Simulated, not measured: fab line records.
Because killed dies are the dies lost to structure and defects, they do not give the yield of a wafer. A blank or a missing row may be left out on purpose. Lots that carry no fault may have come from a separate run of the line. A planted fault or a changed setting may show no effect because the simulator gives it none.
Which tool is to blame? + flow sky130 + Sampling: 13 lots, 39 wafers, 5 of 708 route steps

## WHAT THE GAUGES READ, wafer by wafer
SKY_SONOS_TUNNEL_OVL_MEAS_08. Usual: for SONOS_TUNNEL_OVL the level is 0.0 nm and the standard deviation is 1.3.
| lot  | measured     | on         | SONOS_TUNNEL_OVL (nm) | flag |
|------|--------------|------------|-----------------------|------|
| L954 | day 11 21:18 | overlay-02 | -0.1 2.0 2.4          |      |
| L955 | day 12 06:34 | overlay-02 | -0.1 -1.1 -2.3        |      |
| L956 | day 12 12:30 | overlay-02 | 1.8 0.5 -0.3          |      |
| L957 | day 13 00:18 | overlay-02 | -0.3 -1.0 1.2         |      |
| L958 | day 13 07:58 | overlay-02 | -0.7 0.2 1.1          |      |
| L959 | day 13 12:02 | overlay-02 | 0.3 0.1 0.5           |      |
| L962 | day 15 05:11 | overlay-01 | -0.4 0.5 0.2          |      |
| L963 | day 15 13:16 | overlay-02 | -1.2 1.5 1.1          |      |
| L964 | day 15 14:49 | overlay-01 | -0.9 -2.9 -1.7        |      |
| L972 | day 17 19:00 | overlay-02 | 0.3 -0.3 -0.5         |      |
| L973 | day 18 10:54 | overlay-02 | -0.7 -1.1 -1.5        |      |
| L975 | day 18 23:18 | overlay-01 | -0.6 -0.6 -0.7        |      |
| L976 | day 19 10:25 | overlay-02 | 1.9 0.4 1.9           |      |

SKY_LDD_HVP_OVL_MEAS_07. Usual: for LDD_HVP_OVL the level is -0.1 nm and the standard deviation is 1.4.
| lot  | measured     | on         | LDD_HVP_OVL (nm) | flag |
|------|--------------|------------|------------------|------|
| L954 | day 22 10:26 | overlay-01 | 0.6 0.3 0.4      |      |
| L955 | day 22 22:11 | overlay-02 | 2.7 1.1 2.1      |      |
| L956 | day 23 01:54 | overlay-01 | -2.2 -1.4 -1.9   |      |
| L957 | day 23 16:39 | overlay-02 | -0.8 0.1 0.5     |      |
| L958 | day 23 23:06 | overlay-02 | 1.8 -1.0 -0.1    |      |
| L959 | day 24 09:47 | overlay-02 | -1.7 -0.1 0.8    |      |
| L962 | day 26 05:12 | overlay-02 | -0.1 -0.3 0.6    |      |
| L963 | day 26 08:57 | overlay-02 | 1.2 -1.3 -0.8    |      |
| L964 | day 26 17:34 | overlay-01 | -0.1 -1.1 -0.1   |      |
| L972 | day 28 14:46 | overlay-02 | 0.5 0.7 0.8      |      |
| L973 | day 29 04:59 | overlay-02 | 1.3 0.3 1.8      |      |
| L975 | day 29 18:03 | overlay-01 | 0.0 -1.0 1.6     |      |
| L976 | day 30 03:43 | overlay-01 | -0.6 1.5 2.5     |      |

SKY_LDD_LDN_TW_MEAS_13. Usual: for LDD_LDN_TW the level is 1481 and the standard deviation is 7.5.
| lot  | measured     | on            | LDD_LDN_TW     | flag |
|------|--------------|---------------|----------------|------|
| L954 | day 23 18:10 | film_metro-02 | 1488 1494 1490 |      |
| L955 | day 24 05:26 | film_metro-02 | 1495 1489 1498 |      |
| L956 | day 24 09:26 | film_metro-02 | 1487 1495 1493 |      |
| L957 | day 25 00:05 | film_metro-03 | 1476 1467 1469 |      |
| L958 | day 25 06:37 | film_metro-03 | 1470 1477 1474 |      |
| L959 | day 25 16:47 | film_metro-03 | 1467 1469 1473 |      |
| L962 | day 27 12:10 | film_metro-03 | 1446 1438 1445 | OFF  |
| L963 | day 27 15:17 | film_metro-02 | 1433 1434 1431 | OFF  |
| L964 | day 27 22:52 | film_metro-01 | 1479 1488 1478 |      |
| L972 | day 29 20:20 | film_metro-01 | 1481 1476 1479 |      |
| L973 | day 30 10:56 | film_metro-02 | 1486 1482 1494 |      |
| L975 | day 30 23:20 | film_metro-02 | 1480 1478 1482 |      |
| L976 | day 31 08:52 | film_metro-03 | 1482 1486 1482 |      |

SKY_SD_N_RS_MEAS_16: measures by four-point-probe. Usual: for SD_N_RS the level is 68.56 ohm/sq and the standard deviation is 0.099.
| lot  | measured     | on            | SD_N_RS (ohm/sq)  | flag |
|------|--------------|---------------|-------------------|------|
| L954 | day 28 21:32 | film_metro-01 | 68.47 68.64 68.38 |      |
| L955 | day 29 05:17 | film_metro-01 | 68.57 68.44 68.54 |      |
| L956 | day 29 11:28 | film_metro-04 | 68.43 68.70 68.75 |      |
| L957 | day 30 01:38 | film_metro-04 | 68.70 68.69 68.69 |      |
| L958 | day 30 06:51 | film_metro-04 | 68.70 68.73 68.70 |      |
| L959 | day 30 14:37 | film_metro-02 | 68.57 68.65 68.55 |      |
| L962 | day 32 07:56 | film_metro-01 | 68.63 68.50 68.56 |      |
| L963 | day 32 12:58 | film_metro-01 | 68.40 68.60 68.48 |      |
| L964 | day 32 18:29 | film_metro-04 | 68.61 68.51 68.56 |      |
| L972 | day 34 10:47 | film_metro-01 | 68.63 68.59 68.61 |      |
| L973 | day 35 00:34 | film_metro-02 | 68.52 68.52 68.53 |      |
| L975 | day 35 12:04 | film_metro-04 | 68.41 68.62 68.43 |      |
| L976 | day 35 20:16 | film_metro-02 | 68.55 68.44 68.68 |      |

## WHAT TOOL EACH LOT RAN ON (gives the tool, then ch and the chambers of the sampled wafers, and finally the start)
| lot  | SKY_LDD_LDN_IMPLANT_11          |
|------|---------------------------------|
| L954 | implanter-03 ch 0, day 23 17:55 |
| L955 | implanter-03 ch 0, day 24 05:13 |
| L956 | implanter-02 ch 0, day 24 09:11 |
| L957 | implanter-03 ch 0, day 24 23:50 |
| L958 | implanter-03 ch 0, day 25 06:23 |
| L959 | implanter-03 ch 0, day 25 16:34 |
| L962 | implanter-03 ch 0, day 27 11:55 |
| L963 | implanter-03 ch 0, day 27 15:02 |
| L964 | implanter-04 ch 0, day 27 22:37 |
| L972 | implanter-02 ch 0, day 29 20:05 |
| L973 | implanter-04 ch 0, day 30 10:41 |
| L975 | implanter-04 ch 0, day 30 23:07 |
| L976 | implanter-04 ch 0, day 31 08:37 |
- SKY_LDD_LDN_IMPLANT_11

## AS READ BY THE TOOLS THEMSELVES (means over the sampled wafers that have a number; for cases with no such wafer, the mark the record gives instead)
SKY_LDD_LDN_IMPLANT_11. Usual: dose_ions_cm2 1.25e+13, standard deviation 1.4e+10; faraday_current_uA 70.5, standard deviation 1.4.
| lot  | tool         | dose_ions_cm2 | faraday_current_uA | flag |
|------|--------------|---------------|--------------------|------|
| L954 | implanter-03 | 1.25e+13      | 70.2               |      |
| L955 | implanter-03 | 1.25e+13      | 69.3               |      |
| L956 | implanter-02 | 1.25e+13      | 70.2               |      |
| L957 | implanter-03 | 1.25e+13      | 69.9               |      |
| L958 | implanter-03 | 1.25e+13      | 70.5               |      |
| L959 | implanter-03 | 1.25e+13      | 69.8               |      |
| L962 | implanter-03 | 8.09e+12      | 45.3               | OFF  |
| L963 | implanter-03 | 8.09e+12      | 45.7               | OFF  |
| L964 | implanter-04 | 1.25e+13      | 71.0               |      |
| L972 | implanter-02 | 1.25e+13      | 72.1               |      |
| L973 | implanter-04 | 1.25e+13      | 70.0               |      |
| L975 | implanter-04 | 1.25e+13      | 70.7               |      |
| L976 | implanter-04 | 1.25e+13      | 71.3               |      |

## THE ANSWER, worked out from the rows above alone
Rule: a lot is off if the mean of its wafers that have a number lies more than 3 standard deviations from the usual mean. Also off: a lot with no number at a reading for which 4 or more lots have one. Any other lot the step has rows for is counted as sound. The gauges are gone through in route order, then the tools' own readings, and for those a lot's mean is taken as printed above. At the first step where some lot is off, the reading lying furthest off is the one used; lots without a number count as furthest.
Off: at SKY_LDD_LDN_TW_MEAS_13 (LDD_LDN_TW), L962, L963.
If a tool, at a process step before that reading, ran all the lots that are off and no sound lot after the first of them, it fits. Not tried: the gauges at SKY_LDD_LDN_TW_MEAS_13; whatever is off there is also off at SKY_LDD_LDN_IMPLANT_11, on other tools, and gauge error can't account for it. One candidate fits, namely implanter-03 at SKY_LDD_LDN_IMPLANT_11. Its last sound lot is L959 (day 25 16:34), its first lot that is off L962 (day 27 11:55): a fault that began between those two fits.
The tool's own readings at SKY_LDD_LDN_IMPLANT_11 bear it out: on the lots that are off they differ by more than 5 times the standard deviation of the sound lots' means. dose_ions_cm2 reads 8.09e+12 there against 1.25e+13 on the sound lots; faraday_current_uA reads 45.5 there against 70.5 on the sound lots.

## WHAT HAD BEEN PUT IN BY THE SIMULATOR
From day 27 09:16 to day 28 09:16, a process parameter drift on implanter-03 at SKY_LDD_LDN_IMPLANT_11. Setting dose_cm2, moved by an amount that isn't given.
Struck lots among those shown: L962, L963. This agrees with what the rule above found.
